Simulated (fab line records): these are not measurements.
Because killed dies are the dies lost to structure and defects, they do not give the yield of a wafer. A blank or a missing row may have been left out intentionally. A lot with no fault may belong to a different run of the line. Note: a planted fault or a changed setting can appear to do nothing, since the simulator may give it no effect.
The tool behind it: which one? ; flow sky130 ; 11 lots with 32 wafers sampled at 5 steps, on a route of 708 steps

## WHAT THE GAUGES READ, wafer by wafer
The record lacks any reading of a measuring or inspecting step that a usual standard deviation could be used to judge.

## EACH LOT AND THE TOOL THAT RAN IT (in order: tool; ch and the chambers of the sampled wafers; start)
lot;SKY_VIA3_CMP_02;SKY_VIA3_ETCH_15;SKY_VIA4_COAT_06;SKY_VIA4_STRIP_13;SKY_VIA4_CMP_21
L127;cmp-01 ch 0,1,3, day 38 20:50;rie-diel-02 ch 0,1,2, day 39 22:08;litho-track-01 ch 0, day 42 14:02;plasma-asher-04 ch 0,1, day 43 01:50;cmp-01 ch 1,2,3, day 43 02:49
L128;cmp-02 ch 1,2, day 39 06:29;rie-diel-01 ch 2,3, day 40 07:23;litho-track-01 ch 0, day 42 22:26;plasma-asher-01 ch 0, day 43 10:35;cmp-01 ch 1,2,3, day 43 11:53
L129;cmp-01 ch 0,1,2, day 39 10:59;rie-diel-02 ch 0,2, day 40 11:25;litho-track-04 ch 0, day 43 02:47;plasma-asher-01 ch 0,1, day 43 14:07;cmp-01 ch 0,2,3, day 43 15:08
L130;cmp-01 ch 0,2,3, day 39 13:08;rie-diel-01 ch 2,3, day 40 13:40;litho-track-03 ch 0, day 43 05:13;plasma-asher-01 ch 0,1, day 43 16:08;cmp-01 ch 2,3, day 43 17:07
L131;cmp-01 ch 1,3, day 39 21:05;rie-diel-04 ch 1,2,3, day 40 21:43;litho-track-04 ch 0, day 43 11:40;plasma-asher-01 ch 0,1, day 43 22:33;cmp-02 ch 0,1,2, day 43 23:35
L132;cmp-01 ch 0,2, day 40 04:28;rie-diel-02 ch 0,2,3, day 41 05:10;litho-track-04 ch 0, day 43 18:38;plasma-asher-01 ch 0,1, day 44 06:34;cmp-01 ch 2,3, day 44 07:52
L134;cmp-02 ch 1,2, day 40 23:57;rie-diel-01 ch 0,1,3, day 42 00:41;litho-track-03 ch 0, day 44 14:09;plasma-asher-04 ch 0,1, day 45 00:52;cmp-02 ch 0,1,2, day 45 02:01
L138;cmp-02 ch 0,3, day 41 18:10;rie-diel-02 ch 1,2, day 42 18:22;litho-track-01 ch 0, day 45 06:02;plasma-asher-01 ch 0,1, day 45 16:38;cmp-02 ch 0,1, day 45 17:40
L147;cmp-01 ch 0,1,2, day 44 09:58;rie-diel-04 ch 0,2,3, day 45 08:22;litho-track-04 ch 0, day 47 15:26;plasma-asher-03 ch 0,1, day 48 02:05;cmp-02 ch 1,3, day 48 03:07
L149;cmp-01 ch 0,1, day 44 19:24;rie-diel-04 ch 1,3, day 45 17:02;litho-track-04 ch 0, day 48 00:38;plasma-asher-03 ch 0,1, day 48 10:05;cmp-02 ch 1,3, day 48 11:02
L150;cmp-02 ch 1,2, day 44 23:59;rie-diel-02 ch 0,1, day 45 22:13;litho-track-04 ch 0, day 48 03:02;plasma-asher-04 ch 0,1, day 48 12:23;cmp-01 ch 0,1, day 48 13:22
- SKY_VIA3_CMP_02: polishes SiO2.
- SKY_VIA3_ETCH_15: etches SiO2 in C4F8/O2/Ar, stops on TiN, target depth 507 nm, time 78 s.
- SKY_VIA4_COAT_06: resist thk 1140 nm.
- SKY_VIA4_STRIP_13: strips in O2/N2.
- SKY_VIA4_CMP_21: polishes, stops on SiO2, t overpolish 25 s, target thk 0 nm.

## WHAT THE TOOLS THEMSELVES READ (means of the sampled wafers that have a number; where no wafer has one, the mark that the record gives instead)
SKY_VIA3_CMP_02. Usual: motor-current-A reads 11.2 A (standard deviation 0.73).
lot;tool;motor-current-A (A);flag
L127;cmp-01;11.3;
L128;cmp-02;11.3;
L129;cmp-01;11.5;
L130;cmp-01;11.8;
L131;cmp-01;12.1;
L132;cmp-01;10.9;
L134;cmp-02;10.7;
L138;cmp-02;10.2;
L147;cmp-01;11.3;
L149;cmp-01;12.0;
L150;cmp-02;11.0;

SKY_VIA3_ETCH_15. Usual: oes-product-au 0.946 a.u., standard deviation 0.0041; rf-fwd-power-W 1491 W, standard deviation 4.6.
lot;tool;oes-product-au (a.u.);rf-fwd-power-W (W);flag
L127;rie-diel-02;0.944;1493;
L128;rie-diel-01;0.948;1488;
L129;rie-diel-02;0.947;1484;
L130;rie-diel-01;0.945;1490;
L131;rie-diel-04;0.948;1492;
L132;rie-diel-02;0.939;1491;
L134;rie-diel-01;0.952;1494;
L138;rie-diel-02;0.945;1484;
L147;rie-diel-04;0.946;1492;
L149;rie-diel-04;0.951;1491;
L150;rie-diel-02;0.944;1495;

SKY_VIA4_STRIP_13. Usual: drypump-motor-current-A 5.82 A, standard deviation 0.27; oes-product-au 0.710 a.u., standard deviation 0.0051; strip-time-to-endpoint-s 12.805 s, standard deviation 0.029.
lot;tool;drypump-motor-current-A (A);oes-product-au (a.u.);strip-time-to-endpoint-s (s);flag
L127;plasma-asher-04;5.74;0.706;12.814;
L128;plasma-asher-01;5.45;0.716;12.776;
L129;plasma-asher-01;5.81;0.706;12.813;
L130;plasma-asher-01;5.61;0.709;12.799;
L131;plasma-asher-01;5.62;0.710;12.825;
L132;plasma-asher-01;5.62;0.709;12.825;
L134;plasma-asher-04;5.80;0.709;12.793;
L138;plasma-asher-01;5.72;0.708;12.502;OFF
L147;plasma-asher-03;6.14;0.709;12.805;
L149;plasma-asher-03;6.14;0.713;12.791;
L150;plasma-asher-04;5.79;0.714;12.761;

SKY_VIA4_CMP_21. Usual: motor-current-A 10.4 A, standard deviation 0.68; overpolish-run-s 24.999 s, standard deviation 0.0083; time-to-endpoint-s 122 s, standard deviation 4.9.
lot;tool;motor-current-A (A);overpolish-run-s (s);time-to-endpoint-s (s);flag
L127;cmp-01;10.8;24.998;119;
L128;cmp-01;11.0;24.998;123;
L129;cmp-01;10.5;25.002;123;
L130;cmp-01;10.5;25.004;121;
L131;cmp-02;10.2;24.995;121;
L132;cmp-01;10.4;25.004;123;
L134;cmp-02;9.9;24.989;122;
L138;cmp-02;10.6;25.004;123;
L147;cmp-02;9.7;24.998;115;
L149;cmp-02;10.1;25.000;115;
L150;cmp-01;10.8;24.997;125;

## THE ANSWER, worked out from the rows above alone
Rule: lot off if the mean of its wafers having a number is beyond 3 standard deviations from the usual mean. Also off: a lot with no number at a reading for which 4 or more lots have one. All remaining lots with rows at the step are treated as sound. Order of review: gauges by route order, followed by the tools' own readings, for which a lot's mean as printed above is used. At the first step where some lot is off, the reading lying furthest off is the one used; lots without a number count as furthest.
Off, at SKY_VIA4_STRIP_13 on strip-time-to-endpoint-s: L138.
A tool fits if, at that step or a process step before it, it ran every lot that is off, and no sound lot after the first of them. This does not decide it: 2 tools fit, namely litho-track-01 at SKY_VIA4_COAT_06 and plasma-asher-01 at SKY_VIA4_STRIP_13.

## WHAT WAS PUT IN BY THE SIMULATOR
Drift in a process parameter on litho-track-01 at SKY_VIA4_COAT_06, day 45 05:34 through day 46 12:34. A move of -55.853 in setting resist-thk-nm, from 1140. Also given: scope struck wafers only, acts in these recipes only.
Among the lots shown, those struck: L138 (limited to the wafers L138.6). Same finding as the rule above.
